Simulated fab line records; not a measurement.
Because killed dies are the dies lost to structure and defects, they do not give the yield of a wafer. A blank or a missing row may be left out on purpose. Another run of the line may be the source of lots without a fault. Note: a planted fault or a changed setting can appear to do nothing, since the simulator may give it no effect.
Struck lot and sound lot, side by side ; flow sky130 ; 16 out of 708 route steps
Sound: the wafers L416.1, L416.2, L416.5. Struck: wafers L407.1, L407.4, L407.6. At the end, the cause is stated.
Per side, at each step with rows, come the tool, then ch with its chambers, and then its first start. Under that, the readings that differ: sound wafers ; struck wafers ; difference of the means ; sigmas: that difference in standard deviations of wafers without a fault.
alike: readings whose means differ by less than 2 such deviations, and words and numbers that are the same on both sides. not compared: withheld readings, readings that some wafer has no value for, bounds like >300 that may hide the same value, and numbers for which the record gives no deviation and whose values overlap.
A row with sigmas, a row that says differs or no value, or rows on one side alone: a step with any of these is where the two part. When numbers do not overlap yet have no deviation, they are printed without sigmas and do not part them. A reading missing from all wafers of one side parts the sides only when that side holds two or more wafers.

first, 5 steps without rows for these wafers: SKY_POLY_GATE_COAT_08 (resist thk 450 nm); SKY_POLY_GATE_SOFTBAKE_09 (time 90 s); SKY_POLY_GATE_EXPOSE_10 (exposes mask P1M, target cd 150 nm); SKY_POLY_GATE_PEB_11; SKY_POLY_GATE_DEVELOP_12 (develop time 60 s).
SKY_POLY_GATE_CD_MEAS_13 targets a cd of 150 nm.
  sound on cd_sem-02 at day 21 03:43; struck on cd_sem-01 at day 17 20:46
  alike: cd_nm
SKY_POLY_GATE_OVL_MEAS_14:
  sound on overlay-01 at day 21 03:50; struck on overlay-01 at day 17 20:53
  alike: POLY_GATE_OVL
SKY_POLY_GATE_ETCH_15: etches BARC in N2/H2, stops on SiO2, time 118.5 s, target depth 110 nm.
  sound on rie_diel-01 ch 0,2,3, day 21 03:53; struck on rie_diel-02 ch 0,1,3, day 17 20:56
  alike: drypump_motor_current_A, oes_product_au, throttle_valve_pct
  not compared: rf_hours_counter_h
SKY_POLY_GATE_ETCH_16: etches Si3N4 in CH3F/O2, stops on poly-Si, time 152.6 s, target depth 75 nm.
  sound on rie_diel-01 ch 0,2,3, day 21 03:58; struck on rie_diel-02 ch 0,1,3, day 17 21:01
  alike: drypump_motor_current_A, oes_product_au, throttle_valve_pct
  not compared: rf_hours_counter_h
SKY_POLY_GATE_ETCH_17: etches poly-Si in HBr/Cl2, stops on SiO2, target depth 180 nm, time 70.5 s.
  sound on rie_si-02 ch 0,1,2, day 21 04:04; struck on rie_si-01 ch 0,2, day 17 21:07
  alike: drypump_motor_current_A, oes_product_au, throttle_valve_pct
  not compared: rf_hours_counter_h
SKY_POLY_GATE_STRIP_18: strips in O2/N2.
  sound on plasma_asher-02 ch 0,1, day 21 04:07; struck on plasma_asher-03 ch 0, day 17 21:10
reading;sound;struck;difference;sigmas
drypump_motor_current_A (A);5.1 5.8 5.1;6.2 6.2 6.2;+0.9;+2
  alike: oes_product_au, strip_time_to_endpoint_s
  not compared: rf_hours_counter_h
then, 1 step without rows for these wafers: SKY_POLY_GATE_CLEAN_19 (cleans in SC1/SC2, time 150 s).
SKY_POLY_GATE_OXIDATION_20: stabilise 600 s, purge 300 s, target thk 4 nm.
  sound on furnace-01 ch 0, day 21 04:19; struck on furnace-02 ch 0, day 17 22:12
reading;sound;struck;difference;sigmas
spike_tc_bottom_C (C);870 868 870;814 813 812;-56;-16
spike_tc_centre_C (C);848.9 849.3 849.1;799.4 798.9 800.3;-49.6;-51
spike_tc_lower_C (C);850.7 850.6 851.3;800.1 800.9 798.7;-51.0;-51
spike_tc_top_C (C);864.0 862.9 864.0;810.3 810.8 811.7;-52.7;-33
spike_tc_upper_C (C);851.7 851.3 850.8;798.6 798.8 800.7;-51.9;-47
tube_center_temp_C (C);849.98 850 850.07;799.41 799.57 799.48;-50.53;-99 or more
tube_center_temp_C_max;852.0 851.9 851.7;802.2 801.6 801.5;-50.1;-99 or more
zone_power_bottom_pct (%);23.7 23.6 23.7;18.9 18.7 18.8;-4.9;-6
zone_power_lower_pct (%);15.0 15.1 14.7;13.4 13.3 13.4;-1.6;-5
zone_power_upper_pct (%);18.13 17.75 17.69;15.26 15.27 15.01;-2.68;-10
model.SiO2_of_POLY_GATE_OXIDATION_20.thk_nm (nm);3.949 3.916 3.993;1.954 1.882 1.864;-2.053;
SKY_POLY_GATE_THK_MEAS_21:
  sound on film_metro-03 at day 21 05:34; struck on film_metro-04 at day 17 23:27
reading;sound;struck;difference;sigmas
POLY_GATE_OXIDATION_THK (nm);3.96 3.94 3.98;1.98 1.93 1.86;-2.04;-25
SKY_POLY_GATE_CD_MEAS_22:
  sound on cd_sem-01 at day 21 05:37; struck on cd_sem-01 at day 17 23:31
  alike: cd_nm
-- record jumps: 29 days separate the struck wafers' starts on either side; left off in module POLY_GATE, taken up again in module PAD_OPEN, whose first shown step is the route's number 708 --
SKY_PAD_OPEN_PROBE_99:
  sound on prober-01 at day 48 22:56; struck on prober-01 at day 46 18:37
reading;sound;struck;difference;sigmas
killed_dies;88 100 90;82 68 63;-22;-2
killed_short;46 54 45;36 31 33;-15;-2
model.etest.tip_p.rs_ohm_sq;6831 6869 6855;6697 6672 6673;-171;
model.etest.tip_sonos.rs_ohm_sq;2657 2650 2671;2387 2393 2393;-268;
model.etest.pfet_01v8.r_on_ohm_um;2925 2936 2895;2832 2792 2732;-133;
model.etest.res_pdiff.line_ohm_um;1415 1372 1429;1300 1292 1250;-125;
model.etest.res_ndiff.line_ohm_um;797.6 771.7 812.5;735.9 740.1 703.5;-67.4;
model.etest.tip_n.rs_ohm_sq;441.1 440.2 441;412.6 416.3 412.9;-26.8;
model.etest.res_pdiff.rs_ohm_sq;196.2 195.9 197.1;185.8 184.7 181.5;-12.4;
model.etest.pfet_01v8.drive_ua_um;192.8 191.2 192.6;200 204.2 206.3;+11;
  alike: killed_at_M0_to_M3, killed_at_M4_up, killed_at_contacts, killed_at_front_end, killed_at_other, killed_open

WHERE THEY PART
At SKY_POLY_GATE_STRIP_18 first; at SKY_PAD_OPEN_PROBE_99 last (within this record only).

WHY: whatever the simulator had introduced
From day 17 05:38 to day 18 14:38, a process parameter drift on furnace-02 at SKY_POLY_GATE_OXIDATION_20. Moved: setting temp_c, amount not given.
